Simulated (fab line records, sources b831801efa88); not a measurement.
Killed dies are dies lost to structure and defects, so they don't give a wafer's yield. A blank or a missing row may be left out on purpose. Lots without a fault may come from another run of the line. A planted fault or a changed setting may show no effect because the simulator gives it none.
One fault seen from 2 desks | flow sky130 | each desk has only its own numbers; what lay behind them comes last

THE TOOL OWNER'S DESK: implanter-02
The tool's own readings at SKY_LDD_LDN_IMPLANT_09: means of the sampled wafers that have a number, for each lot that ran on this tool. A lot is out of limits, marked OUT, if its mean lies more than 4 standard deviations from the usual mean; the brackets give that distance.
Columns: A = dose_ions_cm2 at SKY_LDD_LDN_IMPLANT_09, usual 1.25e+13; B = faraday_current_uA at SKY_LDD_LDN_IMPLANT_09, usual 70.3
lot  | first seen here | A                          | B
L847 | day 24 08:29    | 1.25e+13                   | 70.5
L846 | day 24 12:39    | 1.25e+13                   | 71.1
L850 | day 25 09:34    | 1.25e+13                   | 70.0
L852 | day 25 18:20    | 1.25e+13                   | 69.6
L855 | day 26 17:25    | 1.25e+13                   | 70.0
L863 | day 29 09:29    | 1.79e+13 (+99 or more) OUT | 102.5 (+23) OUT
L865 | day 30 02:29    | 1.79e+13 (+99 or more) OUT | 100.4 (+22) OUT
This desk's finding: out of limits on L863, L865; first on L863, day 29 09:29 (dose_ions_cm2 at SKY_LDD_LDN_IMPLANT_09). In limits: L847, L846, L850, L852, L855.

THE METROLOGY DESK
What the gauges read, lot by lot, whatever tool the lot ran on: means of the sampled wafers that have a number. A lot is out of limits, marked OUT, if its mean lies more than 4 standard deviations from the usual mean; the brackets give that distance.
Columns: A = POLY_GATE_OXIDATION_THK at SKY_POLY_GATE_THK_MEAS_21, usual 3.97 nm; B = cd_nm at SKY_POLY_CUT_CD_MEAS_08, usual 270.6 nm; C = POLY_CUT_OVL at SKY_POLY_CUT_OVL_MEAS_09, usual 1 nm
lot  | first seen here | A    | B     | C
L847 | day 17 20:41    | 3.92 | 269.1 | 7
L846 | day 18 01:58    | 4.03 | 270.2 | -5
L849 | day 18 09:53    | 3.92 | 270.5 | 3
L851 | day 19 00:11    | 3.97 | 271.4 | 11
L850 | day 19 00:12    | 4.05 | 272.9 | -2
L852 | day 19 10:05    | 3.97 | 270.7 | -4
L853 | day 20 03:10    | 4.09 | 268.0 | -8
L854 | day 20 03:11    | 3.83 | 271.2 | -3
L855 | day 20 10:46    | 3.92 | 271.2 | 9
L858 | day 21 14:07    | 3.95 | 268.6 | 2
L860 | day 21 23:31    | 4.08 | 270.7 | 8
L863 | day 23 09:39    | 3.93 | 269.3 | 1
L865 | day 24 01:14    | 4.02 | 267.8 | 0
L867 | day 24 09:48    | 3.86 | 269.6 | 2
This desk's finding: nothing out of limits on any of the 14 lots.

PUT TOGETHER
The tool owner's desk could have raised an alarm at day 29 09:29, on L863, L865.
The metrology desk saw nothing out of limits.
The metrology desk has L863, L865 on record, within its limits.
Of the lots named, all ran SKY_LDD_LDN_IMPLANT_09 on implanter-02.

WHAT THE SIMULATOR HAD PUT IN
Process parameter drift: implanter-02, from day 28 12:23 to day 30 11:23, at SKY_LDD_LDN_IMPLANT_09. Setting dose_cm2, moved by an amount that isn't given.
Lots struck among those shown: L863, L865.
Hours from the fault's start to each desk's first reading out of limits: the tool owner's desk, 21.
